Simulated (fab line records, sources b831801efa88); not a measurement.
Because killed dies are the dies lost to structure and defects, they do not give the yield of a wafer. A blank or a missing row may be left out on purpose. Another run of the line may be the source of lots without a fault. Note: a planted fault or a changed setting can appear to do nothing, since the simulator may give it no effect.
One fault seen from 2 desks | flow sky130 | only its own numbers are on each desk; what lay behind them is given at the end

## AT THE METROLOGY DESK
Means of the sampled wafers that have a number, per lot and without regard to the tool the lot ran on: this is what the gauges read. Marked OUT: a lot whose mean sits more than 4 standard deviations from the usual mean, which makes it out of limits; the brackets give that distance.
Columns: A = VT_ADJUST_LVTN_TW at SKY_VT_ADJUST_LVTN_TW_MEAS_10, usual 242.0; B = VT_ADJUST_NCORE_OVL at SKY_VT_ADJUST_NCORE_OVL_MEAS_08, usual -1.1 nm; C = cd-nm at SKY_SONOS_TUNNEL_CD_MEAS_07, usual 410.0 nm
lot  | first seen here | A     | B    | C
L718 | day 7 17:49     | 241.4 | -0.5 | 408.9
L720 | day 8 22:11     | 242.7 | -1.1 | 408.1
L721 | day 8 23:52     | 242.5 | -0.6 | 407.8
L723 | day 9 11:43     | 241.7 | -1.6 | 409.6
L726 | day 10 03:10    | 242.2 | -1.5 | 412.2
L729 | day 10 23:28    | 242.0 | -0.2 | 412.2
L731 | day 11 10:22    | 241.8 | -1.3 | 410.5
L730 | day 11 12:02    | 242.3 | -0.8 | 410.7
L732 | day 11 21:02    | 242.4 | -0.2 | 412.5
L733 | day 12 05:55    | 240.5 | -4.2 | 410.1
L734 | day 13 02:10    | 241.5 | 0.6  | 408.5
L735 | day 13 15:43    | 242.1 | -2.6 | 411.1
L736 | day 13 16:03    | 241.0 | -1.5 | 411.1
L737 | day 13 17:01    | 242.6 | -0.6 | 406.4
This desk's finding: nothing out of limits on any of the 14 lots.

## DESK OF THE TOOL OWNER: litho-track-01
At SKY_GATE_OXIDE_SOFTBAKE_06 (time 60 s), the tool's own readings, given per lot that ran on this tool as the mean of the sampled wafers with a number. Marked OUT: a lot whose mean sits more than 4 standard deviations from the usual mean, which makes it out of limits; the brackets give that distance.
Columns: A = heater-power-total-W at SKY_GATE_OXIDE_SOFTBAKE_06, usual 56.60 W; B = plate-temp-C at SKY_GATE_OXIDE_SOFTBAKE_06, usual 89.98 C
lot  | first seen here | A               | B
L718 | day 14 18:22    | 58.21 (+36) OUT | 91.68 (+11) OUT
L720 | day 15 17:02    | 58.15 (+34) OUT | 91.83 (+12) OUT
L731 | day 18 21:08    | 56.56           | 90.02
L732 | day 19 13:59    | 56.59           | 89.96
L733 | day 19 23:13    | 56.62           | 90.15
L734 | day 21 01:31    | 56.61           | 90.21
This desk finds L718, L720 out of limits, L718 being first, at day 14 18:22 (heater-power-total-W at SKY_GATE_OXIDE_SOFTBAKE_06). L731, L732, L733, L734 stayed within limits.

## BROUGHT TOGETHER
On L718, L720, at day 14 18:22, an alarm was possible from the tool owner's desk.
At the metrology desk, nothing out of limits was observed.
The metrology desk holds a record of L718, L720, inside its limits.
The lots listed all ran SKY_GATE_OXIDE_SOFTBAKE_06 on litho-track-01.

## WHAT THE SIMULATOR HAD INSERTED
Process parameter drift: litho-track-01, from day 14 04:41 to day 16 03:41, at SKY_GATE_OXIDE_SOFTBAKE_06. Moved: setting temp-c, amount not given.
Shown lots that were struck: L718, L720.
Each desk's first reading out of limits, in hours after the fault started: the tool owner's desk, 14.
